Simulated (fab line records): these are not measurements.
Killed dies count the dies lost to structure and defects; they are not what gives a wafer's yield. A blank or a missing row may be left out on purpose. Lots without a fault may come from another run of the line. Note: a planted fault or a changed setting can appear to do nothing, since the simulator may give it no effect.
Which tool is to blame? | flow gf180mcu | Sampling: 12 lots, 36 wafers, 4 of 602 route steps

== WHAT THE GAUGES READ, wafer by wafer ==
GF_V1_BOW_MEAS_05.
lot  | measured     | on           | V1_BOW (um)
L391 | day 17 00:51 | filmMetro-02 | 84 84 81
L392 | day 17 09:52 | filmMetro-02 | 76 82 81
L397 | day 19 11:23 | filmMetro-03 | 87 90 86
L398 | day 19 19:46 | filmMetro-01 | 76 78 85
L399 | day 20 06:10 | filmMetro-01 | 84 60 77
L400 | day 20 12:24 | filmMetro-02 | 85 83 83
L401 | day 21 00:11 | filmMetro-03 | 62 72 74
L402 | day 21 05:50 | filmMetro-01 | 80 83 96
L404 | day 22 05:26 | filmMetro-02 | 77 81 81
L405 | day 22 10:41 | filmMetro-02 | 90 86 88
L408 | day 23 09:08 | filmMetro-02 | 92 88 93
L412 | day 24 17:11 | filmMetro-03 | 85 71 80

== TOOL THAT RAN EACH LOT (tool first, then ch and the chambers of the sampled wafers, then the start) ==
lot  | GF_M1_SPUTTER_00            | GF_M1_METAL_ETCH_16              | GF_V1_CMP_04
L391 | pvdSputter-02, day 16 01:10 | rieMetal-04 ch 0,1, day 16 23:36 | cmp-02 ch 0,1,3, day 17 00:32
L392 | pvdSputter-03, day 16 10:20 | rieMetal-03 ch 0,1, day 17 08:38 | cmp-02 ch 0,2,3, day 17 09:34
L397 | pvdSputter-02, day 18 10:10 | rieMetal-03 ch 1, day 19 10:07   | cmp-01 ch 0,2,3, day 19 11:07
L398 | pvdSputter-04, day 18 17:43 | rieMetal-02 ch 0,1, day 19 18:29 | cmp-02 ch 0,1, day 19 19:31
L399 | pvdSputter-03, day 19 04:31 | rieMetal-04 ch 0, day 20 04:47   | cmp-01 ch 0,1, day 20 05:50
L400 | pvdSputter-04, day 19 10:19 | rieMetal-03 ch 0,1, day 20 11:02 | cmp-01 ch 0,1,3, day 20 12:10
L401 | pvdSputter-03, day 19 21:40 | rieMetal-03 ch 0, day 20 22:50   | cmp-01 ch 0,2,3, day 20 23:58
L402 | pvdSputter-04, day 20 04:18 | rieMetal-02 ch 1, day 21 04:15   | cmp-01 ch 1,2,3, day 21 05:32
L404 | pvdSputter-04, day 21 04:11 | rieMetal-03 ch 0, day 22 04:12   | cmp-01 ch 0,1,3, day 22 05:10
L405 | pvdSputter-04, day 21 09:41 | rieMetal-04 ch 0,1, day 22 09:20 | cmp-01 ch 0,2, day 22 10:25
L408 | pvdSputter-04, day 22 08:26 | rieMetal-02 ch 0, day 23 07:38   | cmp-01 ch 0,1,3, day 23 08:53
L412 | pvdSputter-02, day 23 17:18 | rieMetal-04 ch 1, day 24 15:54   | cmp-02 ch 0,2,3, day 24 16:58
- GF_M1_SPUTTER_00: material Ti, target thk 37.5 nm, time 150 s.
- GF_M1_METAL_ETCH_16: etches the open film in Cl2/BCl3, stops on SiO2, target depth 750.8 nm, time 125.1 s.
- GF_V1_CMP_04: polishes SiO2.

== AS READ BY THE TOOLS THEMSELVES (means over the sampled wafers that have a number; for cases with no such wafer, the mark the record gives instead) ==
GF_M1_SPUTTER_00.
lot  | tool          | cathodeDcPowerW (W) | throttleValvePct (%)
L391 | pvdSputter-02 | 4000.2              | 30.4
L392 | pvdSputter-03 | 3999.5              | 30.3
L397 | pvdSputter-02 | 3999.6              | 31.0
L398 | pvdSputter-04 | 4000.2              | 30.2
L399 | pvdSputter-03 | 4001.1              | 29.4
L400 | pvdSputter-04 | 3999.9              | 29.3
L401 | pvdSputter-03 | 3999.1              | 29.4
L402 | pvdSputter-04 | 4000.3              | 28.8
L404 | pvdSputter-04 | 4000.0              | 29.1
L405 | pvdSputter-04 | 4000.8              | 29.6
L408 | pvdSputter-04 | 3999.3              | 29.7
L412 | pvdSputter-02 | 3999.7              | 31.0

GF_M1_METAL_ETCH_16.
lot  | tool        | drypumpMotorCurrentA (A) | oesProductAu (a.u.) | throttleValvePct (%)
L391 | rieMetal-04 | 5.97                     | 0.990               | 28.232
L392 | rieMetal-03 | 6.14                     | 0.988               | 28.228
L397 | rieMetal-03 | 5.93                     | 0.975               | 28.237
L398 | rieMetal-02 | 6.05                     | 0.985               | 28.231
L399 | rieMetal-04 | 6.09                     | 0.993               | 28.227
L400 | rieMetal-03 | 6.31                     | 0.990               | 28.226
L401 | rieMetal-03 | 6.50                     | 0.992               | 28.223
L402 | rieMetal-02 | 6.18                     | 0.994               | 28.219
L404 | rieMetal-03 | 6.46                     | 0.995               | 28.227
L405 | rieMetal-04 | 5.84                     | 0.983               | 28.236
L408 | rieMetal-02 | 5.97                     | 0.988               | 28.236
L412 | rieMetal-04 | 5.71                     | 0.979               | 28.244

GF_V1_CMP_04.
lot  | tool   | motorCurrentA (A) | timeToEndpointS (s)
L391 | cmp-02 | 12.4              | 78
L392 | cmp-02 | 12.8              | 72
L397 | cmp-01 | 13.0              | 85
L398 | cmp-02 | 12.1              | 79
L399 | cmp-01 | 13.4              | 78
L400 | cmp-01 | 12.1              | 75
L401 | cmp-01 | 13.1              | 79
L402 | cmp-01 | 11.9              | 76
L404 | cmp-01 | 12.4              | 106
L405 | cmp-01 | 13.9              | 99
L408 | cmp-01 | 12.5              | 101
L412 | cmp-02 | 12.1              | 75

== THE ANSWER, worked out from the rows above alone ==
Rule: usual is defined by the lots themselves. The widest of any qualifying gaps counts: lots, ordered by their means at a reading, are off when they make up no more than a third of the lots, leave a main group of 4 or more, and stand apart from it by 3 or more times the standard deviation of that group's means. A main group whose means are all the same, to the digits that the tables above print for the reading, isn't used. A lot without any number at a reading at which 4 lots or more have one is off too. Any other lot the step has rows for is counted as sound. After the gauges, taken in route order, come the tools' own readings; for these a lot's mean is taken, as printed above. At the first step where some lot is off, the reading lying furthest off is the one used; lots without a number count as furthest.
Off: L404, L405, L408, at GF_V1_CMP_04 (timeToEndpointS). Mean 77 s and standard deviation 3.4 in the main group.
A tool fits if, at that step or a process step before it, it ran every lot that is off, and no sound lot after the first of them. Can't be told from this: 2 tools fit, pvdSputter-04 at GF_M1_SPUTTER_00, cmp-01 at GF_V1_CMP_04.

== WHAT THE SIMULATOR PUT IN ==
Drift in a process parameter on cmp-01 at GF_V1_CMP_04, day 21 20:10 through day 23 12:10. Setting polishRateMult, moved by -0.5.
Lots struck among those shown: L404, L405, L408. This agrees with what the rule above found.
